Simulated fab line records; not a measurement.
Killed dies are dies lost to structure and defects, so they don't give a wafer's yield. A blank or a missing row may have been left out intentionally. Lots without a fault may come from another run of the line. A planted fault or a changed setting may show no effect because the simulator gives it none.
Chamber matching :: flow gf180mcu :: 4 sister chambers for GF_V2_ETCH_16 on rie-diel-02
The step etches BARC in N2/H2. 14 wafers are shown with their chamber, then 7 later ones without.

== EACH WAFER AND ITS CHAMBER ==
wafer: L380.3
chamber: 1
throttle-valve-pct (%): 13.230
oes-product-au (a.u.): 0.851

wafer: L380.4
chamber: 0
throttle-valve-pct (%): 13.219
oes-product-au (a.u.): 0.851

wafer: L380.5
chamber: 3
throttle-valve-pct (%): 13.216
oes-product-au (a.u.): 0.855

wafer: L381.2
chamber: 1
throttle-valve-pct (%): 13.224
oes-product-au (a.u.): 0.858

wafer: L381.4
chamber: 1
throttle-valve-pct (%): 13.229
oes-product-au (a.u.): 0.848

wafer: L381.6
chamber: 0
throttle-valve-pct (%): 13.245
oes-product-au (a.u.): 0.859

wafer: L390.1
chamber: 2
throttle-valve-pct (%): 13.224
oes-product-au (a.u.): 0.853

wafer: L390.2
chamber: 0
throttle-valve-pct (%): 13.228
oes-product-au (a.u.): 0.856

wafer: L390.6
chamber: 2
throttle-valve-pct (%): 13.222
oes-product-au (a.u.): 0.852

wafer: L397.3
chamber: 3
throttle-valve-pct (%): 13.228
oes-product-au (a.u.): 0.861

wafer: L397.4
chamber: 1
throttle-valve-pct (%): 13.240
oes-product-au (a.u.): 0.861

wafer: L397.6
chamber: 2
throttle-valve-pct (%): 13.222
oes-product-au (a.u.): 0.855

wafer: L398.3
chamber: 2
throttle-valve-pct (%): 13.227
oes-product-au (a.u.): 0.847

wafer: L398.4
chamber: 0
throttle-valve-pct (%): 13.226
oes-product-au (a.u.): 0.848

SIGNATURES (averages over the wafers above)
reading: throttle-valve-pct
chamber 0: 13.22950
chamber 1: 13.23075
chamber 2: 13.22375
chamber 3: 13.22200
scatter within a chamber: 0.00767

reading: oes-product-au
chamber 0: 0.85350
chamber 1: 0.85450
chamber 2: 0.85175
chamber 3: 0.85800
scatter within a chamber: 0.00485
Rule: distance of a wafer from a chamber = root of the sum over the readings of ((wafer's reading minus chamber's mean) / reading's scatter) squared. If the next closest chamber is less than 2 further off than the closest, the wafer can't be placed; otherwise it belongs to the closest. How the scatter is found: for the shown wafers, subtract from each reading the mean of its chamber, square and add these, divide the total by (wafers less chambers), then take the root.

== WAFERS WITH NO CHAMBER GIVEN ==
wafer: L398.5
throttle-valve-pct (%): 13.232
oes-product-au (a.u.): 0.861

wafer: L400.2
throttle-valve-pct (%): 13.219
oes-product-au (a.u.): 0.850

wafer: L400.3
throttle-valve-pct (%): 13.230
oes-product-au (a.u.): 0.854

wafer: L400.5
throttle-valve-pct (%): 13.236
oes-product-au (a.u.): 0.854

wafer: L402.1
throttle-valve-pct (%): 13.222
oes-product-au (a.u.): 0.855

wafer: L402.3
throttle-valve-pct (%): 13.215
oes-product-au (a.u.): 0.852

wafer: L402.4
throttle-valve-pct (%): 13.246
oes-product-au (a.u.): 0.858

== EACH ONE'S CHAMBER ==
wafer: L398.5
from the rows above: can't be placed: 1 or 3 or 0 or 2
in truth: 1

wafer: L400.2
from the rows above: can't be placed: 2 or 0 or 3 or 1
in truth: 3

wafer: L400.3
from the rows above: can't be placed: 0 or 1 or 2 or 3
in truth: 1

wafer: L400.5
from the rows above: can't be placed: 1 or 0 or 2 or 3
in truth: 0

wafer: L402.1
from the rows above: can't be placed: 3 or 2 or 0 or 1
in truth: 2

wafer: L402.3
from the rows above: can't be placed: 2 or 3 or 0 or 1
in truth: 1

wafer: L402.4
from the rows above: can't be placed: 1 or 0 or 3 or 2
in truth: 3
Correctly placed: 0 of 7. Unplaceable from these rows: 7, with the true chamber sitting among the candidates in 7. Number placed wrongly: 0.
